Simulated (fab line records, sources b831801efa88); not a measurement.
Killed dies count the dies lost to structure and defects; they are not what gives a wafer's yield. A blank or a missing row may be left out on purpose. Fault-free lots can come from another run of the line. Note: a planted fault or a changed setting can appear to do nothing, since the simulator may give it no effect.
Struck lot and sound lot, side by side / flow sky130 / 15 steps out of a route of 708
Sound: wafers L347.3, L347.4, L347.5. Wafers struck: L339.1, L339.5, L339.6. At the end, the cause is stated.
Per side, at each step with rows, come the tool, then ch with its chambers, and then its first start. Under that, the readings that differ: sound wafers / struck wafers / difference of the means / sigmas: that difference in standard deviations of wafers without a fault.
alike: readings with means less than 2 such deviations apart, plus words and numbers identical on both sides. not compared: withheld readings, readings lacking a value on some wafer, bounds such as >300 that could conceal the same value, and numbers that have no deviation in the record and whose values overlap.
The two part at a step that has a row with sigmas, a row that says differs or no value, or rows on one side only. Numbers that have no deviation but don't overlap get no sigmas and don't part them. Lack of a reading on every wafer of one side parts them only where that side has two or more wafers.

first, 1 step without rows for these wafers: SKY_VT_ADJUST_LVTN_IMPLANT_19.
SKY_VT_ADJUST_LVTN_STRIP_20: strips in O2/N2.
  sound on plasma asher-03 ch 0,1, day 11 20:52; struck on plasma asher-02 ch 0,1, day 8 18:48
  alike: drypump motor current A, oes product au, strip time to endpoint s
  not compared: rf hours counter h
SKY_VT_ADJUST_LVTN_TW_MEAS_21:
  struck on film metro-02, day 8 18:54; sound on film metro-01, day 11 20:57
  alike: VT_ADJUST_LVTN_2_TW
then, 7 steps without rows for these wafers: SKY_VT_ADJUST_NCORE_DEHYDRATE_00 (time 60 s); SKY_VT_ADJUST_NCORE_HMDS_01 (prime time 60 s); SKY_VT_ADJUST_NCORE_COAT_02 (resist thk 1140 nm); SKY_VT_ADJUST_NCORE_SOFTBAKE_03 (time 60 s); SKY_VT_ADJUST_NCORE_EXPOSE_04 (exposes mask LVTN COMPLEMENT THIN, target cd 380 nm); SKY_VT_ADJUST_NCORE_PEB_05; SKY_VT_ADJUST_NCORE_DEVELOP_06 (develop time 60 s).
SKY_VT_ADJUST_NCORE_CD_MEAS_07: the cd target is 380 nm.
  struck on cd sem-01, day 9 15:52; sound on cd sem-02, day 12 20:58
  alike: cd nm
SKY_VT_ADJUST_NCORE_OVL_MEAS_08:
  struck on overlay-02, day 9 15:59; sound on overlay-01, day 12 21:03
  alike: VT_ADJUST_NCORE_OVL
SKY_VT_ADJUST_NCORE_IMPLANT_09:
  sound on implanter-02 ch 0, day 12 21:07; struck on implanter-04 ch 0, day 9 16:01
reading=beam energy keV; sound=10.000 10.001 9.999; struck=9.741 9.742 9.743; difference=-0.258; sigmas=-81
reading=model.implant.drp nm (nm); sound=17.11 17.11 17.11; struck=16.81 16.81 16.81; difference=-0.30; sigmas=
SKY_VT_ADJUST_NCORE_STRIP_10: strips in O2/N2.
  sound on plasma asher-03 ch 0,1, day 12 21:16; struck on plasma asher-01 ch 0,1, day 9 16:10
  alike: drypump motor current A, oes product au, strip time to endpoint s
  not compared: rf hours counter h
-- here the record skips 37 days between the struck wafers' starts before and after, leaving off in module VT_ADJUST_NCORE and picking up in module PAD_OPEN (first step shown: number 708 of the route) --
SKY_PAD_OPEN_PROBE_99:
  the record has rows for the struck wafers here (prober-02, day 46 14:32) and none for the sound ones

WHERE THEY PART
First at SKY_VT_ADJUST_NCORE_IMPLANT_09; last, within this record, at SKY_PAD_OPEN_PROBE_99.

WHY: what the simulator had put in
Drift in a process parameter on implanter-04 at SKY_VT_ADJUST_NCORE_IMPLANT_09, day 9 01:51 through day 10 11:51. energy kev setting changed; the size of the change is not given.
